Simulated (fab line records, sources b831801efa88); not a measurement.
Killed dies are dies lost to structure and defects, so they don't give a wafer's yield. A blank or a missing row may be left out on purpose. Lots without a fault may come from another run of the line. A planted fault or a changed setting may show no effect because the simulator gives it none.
fab line records | flow sky130
record lots=6 wafers=18 last_day=49
route steps=708 shown METAL3@556 PAD_OPEN@708
lots that met no fault: from a run of the same line without faults
start_h: hours from the record's first day to the start of the lot's first wafer shown | wait_h: hours since the lot's step before | " the same as in the row above | L1.1+2: a row that stands for several wafers | - no value, or no start given | * or withheld: withheld | < > ~ a bound
route shown NAME@n: a module of which the file shows steps, and the number in the route of the first | usual: mean/standard deviation of fault-free wafers | same: alike in all rows | chamber/n: place in a boat | sites: the reading at each site | _std_site: their standard deviation | _edge_site: outer sites' mean less inner sites' | radius_mm: how far each site lies from the wafer's centre | mask NAME#n: copy n | behind: the tool/chamber that last shaped the wafer | hold: why the lot was held/for how many hours/how that ended | device: the transistor (n, p or np) that didn't switch | end of line: the same wafers' tests at the end of the route | a step without rows: its recipe alone | killed: dies lost to structure and defects at the first sort, not the wafer's yield | map: a wafer's dies, x killed, . not, _ none there
set.NAME: the setting as run; set.NAME@STEP: as run at that earlier step | model.NAME: the simulator's own value behind a step, which no gauge read
lots at some steps of the route; a table a step, a row a wafer
services: from which hour (start_h, from the record's first day; less than 0 if before it) a tool's chamber was out of use, for how many hours, and why
## steps
# step SKY_METAL3_HMDS_06
# recipe prime_time_s=60 prime_temp_c=120
# step SKY_METAL3_COAT_07
# recipe resist=BARC temp_c=withheld time_s=withheld spin_rpm=3000 resist_thk_nm=60
# step SKY_METAL3_COAT_08
# recipe resist=KrF-thick spin_rpm=3000 resist_thk_nm=1140
# step SKY_METAL3_SOFTBAKE_09
# recipe temp_c=100 time_s=90 resist=KrF-thick
# step SKY_METAL3_EXPOSE_10
# recipe mask_id=MM3 na=0.68 source_shape=annular sigma_inner=0.4 sigma_outer=0.8 target_cd_nm=300 dose_mj=28
# step SKY_METAL3_PEB_11
# recipe peb_temp_c=withheld peb_time_s=withheld resist=KrF-thick
# step SKY_METAL3_DEVELOP_12
# recipe develop_time_s=60 resist=KrF-thick dev_temp_c=21
# step SKY_METAL3_CD_MEAS_13
# recipe target_cd_nm=300
# usual cd_nm=299.9/1.8
# columns lot.wafer tool chamber start_h wait_h cd_nm
L950.2 cd_sem-01 - 936.60 - 296.0
L950.5 " - " " 295.5
L950.6 " - " " 296.0
L951.1 cd_sem-02 - 946.62 - 300.2
L951.2 " - " " 299.7
L951.6 " - " " 299.2
L953.1 cd_sem-02 - 954.88 - 299.4
L953.2 " - " " 299.6
L953.5 " - " " 300.6
L956.1 cd_sem-02 - 986.38 - 299.6
L956.3 " - " " 299.3
L956.5 " - " " 300.1
L957.2 cd_sem-01 - 989.75 - 298.6
L957.3 " - " " 298.5
L957.6 " - " " 299.5
L964.3 cd_sem-02 - 1039.27 - 299.1
L964.4 " - " " 298.7
L964.6 " - " " 299.1
# step SKY_METAL3_OVL_MEAS_14
# usual METAL3_OVL=-2/5.9
# columns lot.wafer tool chamber start_h wait_h METAL3_OVL[nm]
L950.2 overlay-01 - 936.71 0.1 2
L950.5 " - " " -4
L950.6 " - " " 6
L951.1 overlay-02 - 946.74 0.1 -4
L951.2 " - " " 4
L951.6 " - " " 2
L953.1 overlay-02 - 955.00 0.1 9
L953.2 " - " " 5
L953.5 " - " " 1
L956.1 overlay-02 - 986.50 0.1 -7
L956.3 " - " " -6
L956.5 " - " " -4
L957.2 overlay-01 - 989.86 0.1 -12
L957.3 " - " " -13
L957.6 " - " " -6
L964.3 overlay-02 - 1039.37 0.1 -12
L964.4 " - " " 1
L964.6 " - " " -8
# step SKY_METAL3_DESCUM_15
# recipe chemistry=O2 source_power_w=150 bias_power_w=0 pressure_mtorr=10 temp_c=40 time_s=8
# usual drypump_motor_current_A=5.7/0.36 oes_product_au=1.001/0.011
# columns lot.wafer tool chamber start_h wait_h drypump_motor_current_A oes_product_au rf_hours_counter_h
L950.2 rie_metal-02 1 936.74 0.0 5.8 1.001 5
L950.5 " 1 " " 5.8 0.997 -
L950.6 " 0 " " 5.7 0.999 -
L951.1 rie_metal-03 1 946.78 0.0 6.2 1.011 6
L951.2 " 0 " " 5.3 1.008 10
L951.6 " 0 " " 5.3 1.020 -
L953.1 rie_metal-03 1 955.04 0.0 6.2 1.008 6
L953.2 " 0 " " 5.3 1.011 10
L953.5 " 0 " " 5.3 1.028 -
L956.1 rie_metal-03 0 986.54 0.0 5.3 1.012 12
L956.3 " 0 " " 5.3 1.019 -
L956.5 " 0 " " 5.3 0.998 -
L957.2 rie_metal-01 0 989.89 0.0 5.2 0.985 8
L957.3 " 1 " " 6.4 0.993 -
L957.6 " 0 " " 5.2 0.984 -
L964.3 rie_metal-02 0 1039.40 0.0 5.7 1.000 -
L964.4 " 1 " " 5.8 0.994 -
L964.6 " 1 " " 5.8 1.001 -
# step SKY_METAL3_ETCH_16
# recipe chemistry=N2/H2 target=BARC ion_energy_ev=200 bias_w=100 pressure_mtorr=30 n2_flow_sccm=100 h2_flow_sccm=200 icp_w=500 stop_on=SiO2 time_s=88.2 target_depth_a=600
# usual drypump_motor_current_A=5.7/0.37 oes_product_au=0.627/0.0048 throttle_valve_pct=13.204/0.0099
# columns lot.wafer tool chamber start_h wait_h drypump_motor_current_A oes_product_au rf_hours_counter_h throttle_valve_pct
L950.2 rie_metal-02 1 936.77 0.0 5.8 0.630 5 13.229
L950.5 " 1 " " 5.8 0.625 - 13.198
L950.6 " 0 " " 5.7 0.620 - 13.206
L951.1 rie_metal-03 1 946.81 0.0 6.2 0.625 6 13.188
L951.2 " 0 " " 5.3 0.622 10 13.223
L951.6 " 0 " " 5.3 0.625 - 13.216
L953.1 rie_metal-03 1 955.07 0.0 6.2 0.628 6 13.208
L953.2 " 0 " " 5.3 0.626 10 13.187
L953.5 " 0 " " 5.3 0.631 - 13.216
L956.1 rie_metal-03 0 986.57 0.0 5.3 0.628 12 13.218
L956.3 " 0 " " 5.3 0.635 - 13.217
L956.5 " 0 " " 5.3 0.627 - 13.204
L957.2 rie_metal-01 0 989.92 0.0 5.3 0.632 8 13.215
L957.3 " 1 " " 6.4 0.618 - 13.205
L957.6 " 0 " " 5.3 0.633 - 13.200
L964.3 rie_metal-02 0 1039.45 0.0 5.7 0.618 - 13.197
L964.4 " 1 " " 5.8 0.620 - 13.210
L964.6 " 1 " " 5.8 0.628 - 13.185
# step SKY_METAL3_ETCH_17
# recipe target=SiO2 stop_on=TiN chemistry=C4F8/O2/Ar source_w=1500 bias_w=1200 pressure_mtorr=40 c4f8_flow_sccm=withheld O2_flow_sccm=6 Ar_flow_sccm=300 time_s=3.9 target_depth_a=150
# usual oes_product_au=0.755/0.0067
# columns lot.wafer tool chamber start_h wait_h oes_product_au rf_hours_counter_h
L950.2 rie_diel-01 3 936.87 0.1 0.760 6
L950.5 " 3 " " 0.763 -
L950.6 " 0 " " 0.754 -
L951.1 rie_diel-03 1 946.91 0.1 0.757 20
L951.2 " 3 " " 0.760 4
L951.6 " 2 " " 0.749 -
L953.1 rie_diel-02 3 955.17 0.1 0.745 11
L953.2 " 0 " " 0.748 5
L953.5 " 3 " " 0.756 -
L956.1 rie_diel-03 0 986.67 0.1 0.751 17
L956.3 " 2 " " 0.757 27
L956.5 " 0 " " 0.770 -
L957.2 rie_diel-02 1 990.02 0.1 0.746 15
L957.3 " 3 " " 0.749 12
L957.6 " 2 " " 0.754 -
L964.3 rie_diel-02 1 1039.52 0.0 0.752 17
L964.4 " 3 " " 0.753 14
L964.6 " 2 " " 0.758 -
# step SKY_METAL3_METAL_ETCH_18
# recipe target_depth_a=8450 stop_on=SiO2 over_etch_frac=0.3 time_s=183.1 chemistry=Cl2/BCl3 resist_sidewall_deg=88 pressure_mtorr=10 icp_w=900 bias_w=48.5 Cl2_flow_sccm=60 bcl3_flow_sccm=30
# usual drypump_motor_current_A=5.8/0.38 mfc_cl2_sccm=60.03/0.19 oes_product_au=0.868/0.0054 over_etch_frac=0.3/0 throttle_valve_pct=22.263/0.009
# columns lot.wafer tool chamber start_h wait_h drypump_motor_current_A mfc_cl2_sccm oes_product_au over_etch_frac rf_hours_counter_h throttle_valve_pct model.KrF-thick_of_METAL3_COAT_08.thk_nm
L950.2 rie_metal-03 1 936.89 0.0 6.2 59.95 0.867 0.3 5 22.262 529.4
L950.5 " 0 " " 5.3 60.09 0.867 0.3 - 22.261 514.1
L950.6 " 1 " " 6.2 60.14 0.863 0.3 - 22.270 530.4
L951.1 rie_metal-02 1 946.93 0.0 5.8 59.96 0.861 0.3 5 22.269 531.8
L951.2 " 0 " " 5.7 59.87 0.877 0.3 7 22.275 530.2
L951.6 " 0 " " 5.7 60.10 0.867 0.3 - 22.241 527.6
L953.1 rie_metal-02 0 955.19 0.0 5.7 59.84 0.876 0.3 7 22.260 527.7
L953.2 " 1 " " 5.8 60.06 0.853 0.34489 5 22.267 501.8
L953.5 " 0 " " 5.7 59.88 0.871 0.3 - 22.262 527.2
L956.1 rie_metal-02 1 986.69 0.0 5.8 59.76 0.852 0.34489 7 22.275 512
L956.3 " 0 " " 5.7 59.87 0.877 0.3 - 22.261 536.8
L956.5 " 1 " " 5.8 59.98 0.856 0.34489 - 22.263 507.9
L957.2 rie_metal-03 0 990.04 0.0 5.3 60.24 0.860 0.3 13 22.263 514.1
L957.3 " 1 " " 6.2 59.85 0.877 0.3 - 22.283 531.6
L957.6 " 0 " " 5.3 60.23 0.866 0.3 - 22.264 516.6
L964.3 rie_metal-01 0 1039.60 0.1 5.3 59.87 0.871 0.3 - 22.267 545.5
L964.4 " 1 " " 6.4 60.22 0.863 0.3 - 22.264 535.5
L964.6 " 0 " " 5.2 60.18 0.859 0.3 - 22.261 546.5
# step SKY_METAL3_STRIP_19
# recipe chemistry=O2/N2 power_w=1400 pressure_mtorr=1500 platen_temp_c=withheld o2_flow_sccm=3000 n2_flow_sccm=300 overash_fraction=0.5
# usual drypump_motor_current_A=5.87/0.24 oes_product_au=0.502/0.0054 strip_time_to_endpoint_s=6.54/0.098
# columns lot.wafer tool chamber start_h wait_h drypump_motor_current_A oes_product_au rf_hours_counter_h strip_time_to_endpoint_s
L950.2 plasma_asher-02 1 937.06 0.1 5.70 0.502 80 6.54
L950.5 " 0 " " 5.58 0.498 - 6.41
L950.6 " 1 " " 5.70 0.500 - 6.59
L951.1 plasma_asher-04 1 947.10 0.1 5.98 0.500 52 6.58
L951.2 " 0 " " 6.26 0.497 52 6.57
L951.6 " 1 " " 5.98 0.501 - 6.54
L953.1 plasma_asher-04 1 955.36 0.1 5.97 0.500 53 6.55
L953.2 " 0 " " 6.28 0.481 53 6.28
L953.5 " 0 " " 6.26 0.503 - 6.54
L956.1 plasma_asher-04 0 986.87 0.1 6.25 0.501 56 6.38
L956.3 " 1 " " 5.95 0.512 - 6.63
L956.5 " 0 " " 6.25 0.497 - 6.34
L957.2 plasma_asher-01 0 990.22 0.1 5.58 0.494 25 6.41
L957.3 " 0 " " 5.60 0.499 - 6.56
L957.6 " 1 " " 6.02 0.498 - 6.44
L964.3 plasma_asher-01 1 1039.75 0.1 6.02 0.516 - 6.73
L964.4 " 0 " " 5.58 0.503 - 6.61
L964.6 " 0 " " 5.59 0.505 - 6.73
# step SKY_PAD_OPEN_PROBE_99
# usual defect_limited_yield=82.4/1.8 killed_at_M0_to_M3=44/7 killed_at_M4_up=3.2/2 killed_at_contacts=25/5.3 killed_at_front_end=15/4.3 killed_at_other=0.3/0.54 killed_dies=86/8.7 killed_open=47/6.4 killed_short=39/5.6 sort_bin_3_pad_short=0.9/0.43 sort_bin_5_function=10.4/1.4 sort_bin_6_memory=6.3/1.2 sort_n_pass=406/8.7 sort_yield_pct=82.4/1.8
# same gross_dies=492 killed_at_back_side=0 sort_bin_4_leakage[%]=0 sort_bin_8_speed[%]=0
# columns lot.wafer tool chamber start_h wait_h defect_limited_yield[%] killed_at_M0_to_M3 killed_at_M4_up killed_at_contacts killed_at_front_end killed_at_other killed_dies killed_open killed_short sort_bin_3_pad_short[%] sort_bin_5_function[%] sort_bin_6_memory[%] sort_n_pass sort_yield_pct[%]
L950.2 prober-02 - 1103.86 0.1 82.7 41 1 23 20 0 85 48 37 0.6 11.8 4.9 407 82.7
L950.5 prober-02 - 1104.01 0.2 84.6 37 1 29 8 1 76 45 30 0.8 8.5 6.1 416 84.6
L950.6 prober-02 - 1104.06 0.2 82.5 36 2 26 21 1 86 40 45 0.6 8.9 7.9 406 82.5
L951.1 prober-01 - 1110.30 0.1 83.3 36 5 27 12 2 82 54 26 0.4 10.6 5.7 410 83.3
L951.2 prober-01 - 1110.35 0.1 85.4 33 0 30 9 0 72 42 30 0.6 8.7 5.3 420 85.4
L951.6 prober-01 - 1110.55 0.2 83.1 49 2 19 12 1 83 46 36 1.8 10.0 5.1 409 83.1
L953.1 prober-01 - 1117.64 0.1 82.3 42 3 26 16 0 87 48 39 0.6 9.8 7.3 405 82.3
L953.2 prober-01 - 1117.69 0.1 80.1 49 1 30 18 0 98 53 45 0.6 11.4 7.9 394 80.1
L953.5 prober-01 - 1117.84 0.2 83.7 35 2 27 16 0 80 45 35 0.8 8.9 6.5 412 83.7
L956.1 prober-02 - 1144.05 0.1 85.4 31 1 32 7 1 72 43 29 1.0 9.6 4.1 420 85.4
L956.3 prober-02 - 1144.15 0.2 81.9 45 5 27 11 1 89 38 50 0.6 12.6 4.9 403 81.9
L956.5 prober-02 - 1144.25 0.2 86.8 35 3 14 12 1 65 34 31 0.4 6.5 6.3 427 86.8
L957.2 prober-01 - 1146.51 0.1 82.5 38 0 31 17 0 86 52 34 0 11.0 6.5 406 82.5
L957.3 prober-01 - 1146.56 0.2 82.7 51 1 20 12 1 85 52 33 1.0 9.8 6.5 407 82.7
L957.6 prober-01 - 1146.71 0.2 79.5 44 3 41 13 0 101 59 41 0.6 12.0 7.9 391 79.5
L964.3 prober-02 - 1184.69 0.2 81.9 50 6 23 9 1 89 48 41 1.0 11.8 5.3 403 81.9
L964.4 prober-02 - 1184.74 0.2 82.9 46 3 17 17 1 84 42 41 0.6 8.5 7.9 408 82.9
L964.6 prober-02 - 1184.84 0.2 79.3 55 1 31 15 0 102 53 48 1.0 13.0 6.7 390 79.3
# killed by level:class
L950.2 VIA1:geometric_particle:open=13 LOCAL_INTERCONNECT:geometric_particle:short=7 CONTACT:geometric_particle:open=7 FIELD_ISO:geometric_particle:open=6 FIELD_ISO:geometric_particle:short=6 VIA3:geometric_particle:open=6 LI_CONTACT:geometric_particle:open=5 VIA2:geometric_particle:open=5
L950.5 LI_CONTACT:geometric_particle:open=12 CONTACT:geometric_particle:open=7 VIA2:geometric_particle:open=6 VIA1:geometric_particle:open=6 METAL2:geometric_particle:short=6 CONTACT:geometric_particle:short=4 VIA1:geometric_particle:short=4 FIELD_ISO:geometric_particle:short=3
L950.6 FIELD_ISO:geometric_particle:open=8 LI_CONTACT:geometric_particle:open=7 CONTACT:geometric_particle:open=7 METAL1:geometric_particle:short=7 METAL2:geometric_particle:short=7 VIA1:geometric_particle:short=6 POLY_GATE:geometric_particle:short=5 CONTACT:geometric_particle:short=5
L951.1 CONTACT:geometric_particle:open=13 LI_CONTACT:geometric_particle:open=8 VIA2:geometric_particle:open=8 VIA1:geometric_particle:open=6 FIELD_ISO:geometric_particle:short=4 METAL1:geometric_particle:short=4 FIELD_ISO:geometric_particle:open=3 METAL2:geometric_particle:short=3
L951.2 CONTACT:geometric_particle:open=11 VIA1:geometric_particle:open=8 LI_CONTACT:geometric_particle:open=7 LOCAL_INTERCONNECT:geometric_particle:short=6 VIA2:geometric_particle:open=6 VIA3:geometric_particle:open=5 METAL2:geometric_particle:short=4 VIA2:geometric_particle:short=3
L951.6 VIA2:geometric_particle:open=11 VIA1:geometric_particle:short=7 VIA3:geometric_particle:open=7 VIA1:geometric_particle:open=6 POLY_GATE:geometric_particle:open=5 CONTACT:geometric_particle:open=5 CONTACT:geometric_particle:short=5 METAL1:geometric_particle:short=5
L953.1 LI_CONTACT:geometric_particle:open=11 CONTACT:geometric_particle:open=7 VIA3:geometric_particle:open=6 FIELD_ISO:geometric_particle:open=5 METAL2:geometric_particle:short=5 CONTACT:geometric_particle:short=5 METAL1:geometric_particle:short=5 VIA2:geometric_particle:open=5
L953.2 VIA1:geometric_particle:open=13 LI_CONTACT:geometric_particle:open=11 CONTACT:geometric_particle:open=8 CONTACT:geometric_particle:short=7 FIELD_ISO:geometric_particle:short=5 POLY_GATE:geometric_particle:open=5 VIA2:geometric_particle:open=5 VIA3:geometric_particle:short=5
L953.5 CONTACT:geometric_particle:open=12 VIA3:geometric_particle:open=8 LI_CONTACT:geometric_particle:open=6 CONTACT:geometric_particle:short=5 VIA1:geometric_particle:open=5 POLY_GATE:geometric_particle:short=4 POLY_GATE:geometric_particle:open=4 METAL1:geometric_particle:short=4
L956.1 CONTACT:geometric_particle:open=14 VIA1:geometric_particle:open=7 LI_CONTACT:geometric_particle:open=6 LI_CONTACT:geometric_particle:short=6 METAL1:geometric_particle:short=5 VIA3:geometric_particle:open=5 VIA2:geometric_particle:open=4 METAL3:geometric_particle:short=4
L956.3 VIA3:geometric_particle:open=10 LI_CONTACT:geometric_particle:open=8 CONTACT:geometric_particle:short=7 VIA1:geometric_particle:open=6 METAL2:geometric_particle:short=6 METAL1:geometric_particle:short=5 VIA1:geometric_particle:short=5 FIELD_ISO:geometric_particle:short=4
L956.5 VIA1:geometric_particle:short=8 VIA1:geometric_particle:open=8 FIELD_ISO:geometric_particle:open=5 LOCAL_INTERCONNECT:geometric_particle:short=5 VIA2:geometric_particle:open=5 VIA3:geometric_particle:open=5 FIELD_ISO:geometric_particle:short=4 CONTACT:geometric_particle:open=4
L957.2 LI_CONTACT:geometric_particle:open=9 VIA2:geometric_particle:open=8 CONTACT:geometric_particle:open=8 VIA1:geometric_particle:open=8 LOCAL_INTERCONNECT:geometric_particle:short=6 METAL2:geometric_particle:short=6 POLY_GATE:geometric_particle:open=5 VIA2:geometric_particle:short=4
L957.3 VIA1:geometric_particle:open=14 METAL2:geometric_particle:short=7 VIA2:geometric_particle:open=7 CONTACT:geometric_particle:open=6 FIELD_ISO:geometric_particle:open=5 CONTACT:geometric_particle:short=5 LI_CONTACT:geometric_particle:open=4 LOCAL_INTERCONNECT:geometric_particle:short=4
L957.6 CONTACT:geometric_particle:open=18 VIA1:geometric_particle:open=11 CONTACT:geometric_particle:short=9 VIA2:geometric_particle:open=8 LI_CONTACT:geometric_particle:open=7 METAL2:geometric_particle:short=7 VIA3:geometric_particle:open=5 LOCAL_INTERCONNECT:geometric_particle:short=4
L964.3 VIA1:geometric_particle:open=11 VIA3:geometric_particle:open=7 LI_CONTACT:geometric_particle:open=7 VIA1:geometric_particle:short=7 VIA2:geometric_particle:open=7 LOCAL_INTERCONNECT:geometric_particle:short=5 CONTACT:geometric_particle:open=5 METAL1:geometric_particle:open=5
L964.4 VIA1:geometric_particle:open=13 CONTACT:geometric_particle:open=9 METAL2:geometric_particle:short=9 VIA1:geometric_particle:short=6 VIA2:geometric_particle:open=6 CONTACT:geometric_particle:short=5 FIELD_ISO:geometric_particle:open=4 FIELD_ISO:geometric_particle:short=4
L964.6 VIA1:geometric_particle:open=12 CONTACT:geometric_particle:open=10 METAL1:geometric_particle:short=9 VIA2:geometric_particle:open=9 LI_CONTACT:geometric_particle:open=7 VIA1:geometric_particle:short=6 LOCAL_INTERCONNECT:geometric_particle:short=6 CONTACT:geometric_particle:short=6
## services
# columns tool chamber start_h hours kind
rie_diel-01 2 928.75 - clean
rie_diel-01 2 928.75 14.9 scheduled_down
rie_diel-01 2 928.75 14.9 vent_cycle
rie_metal-03 0 942.87 1.1 repair
rie_diel-02 2 981.65 3.0 repair
rie_diel-01 2 1004.57 3.7 repair
rie_diel-02 1 1019.65 4.6 repair
plasma_asher-02 - 1035.97 21.6 pm
## key
first_sign step=SKY_METAL3_METAL_ETCH_18 reading=over_etch_frac direction=up sigmas=99+ usual=0.3 struck=0.34489
effect step=SKY_METAL3_METAL_ETCH_18 reading=oes_product_au direction=down sigmas=2.6 usual=0.868 struck=0.854
model_effect step=SKY_METAL3_METAL_ETCH_18 value=KrF-thick_of_METAL3_COAT_08.thk_nm without=526.3 struck=507.2
met_at SKY_METAL3_METAL_ETCH_18
struck_wafers L953.2,L956.1,L956.5
onset_between 946.93 955.19
fault kind=process_parameter_drift tool=rie_metal-02 chamber=1 onset_h=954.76 steps=SKY_METAL3_METAL_ETCH_18 channel=over_etch_frac offset=0.044895 shape=step end_h=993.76 acts_in=these_recipes_only stated=0.3
